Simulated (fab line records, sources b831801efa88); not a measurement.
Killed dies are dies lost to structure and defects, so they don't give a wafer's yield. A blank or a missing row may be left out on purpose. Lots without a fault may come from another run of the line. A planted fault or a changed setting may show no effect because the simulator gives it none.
Which tool did it? | flow sky130 | 6 lots, 18 wafers sampled, at 2 steps of a route of 708

WHAT THE GAUGES READ, wafer by wafer
SKY_VIA2_BOW_MEAS_03.
lot  | measured     | on            | VIA2_BOW (um)
L747 | day 35 13:59 | film_metro-02 | 91 91 80
L752 | day 38 03:09 | film_metro-04 | 93 84 87
L758 | day 40 05:08 | film_metro-04 | 83 87 77
L760 | day 40 07:23 | film_metro-03 | 91 88 74
L763 | day 40 10:52 | film_metro-02 | 101 84 91
L766 | day 41 12:23 | film_metro-03 | 95 87 93

WHICH TOOL RAN EACH LOT (tool, then ch and the chambers of the sampled wafers, then the start)
lot  | SKY_DNWELL_STRIP_08
L747 | plasma_asher-04 ch 1, day 3 14:29
L752 | plasma_asher-01 ch 1, day 5 01:20
L758 | plasma_asher-01 ch 1, day 5 23:32
L760 | plasma_asher-01 ch 0,1, day 6 10:29
L763 | plasma_asher-01 ch 0, day 7 01:53
L766 | plasma_asher-01 ch 0,1, day 7 16:59
- SKY_DNWELL_STRIP_08: strips in O2/N2.

THE ANSWER, worked out from the rows above alone
Rule: what is usual is taken from the lots themselves. Put in order of their means at a reading, lots are off if they are a third of the lots or fewer, leave a main group of 4 or more, and stand apart from it by a gap of 3 or more times the standard deviation of the main group's means; of several such gaps the widest counts. A main group whose means are all the same, to the digits that the tables above print for the reading, isn't used. A lot without any number at a reading at which 4 lots or more have one is off too. The other lots that the step has rows for count as sound.
No lot is off at any reading shown: from this, nothing can be told.

WHAT THE SIMULATOR HAD PUT IN
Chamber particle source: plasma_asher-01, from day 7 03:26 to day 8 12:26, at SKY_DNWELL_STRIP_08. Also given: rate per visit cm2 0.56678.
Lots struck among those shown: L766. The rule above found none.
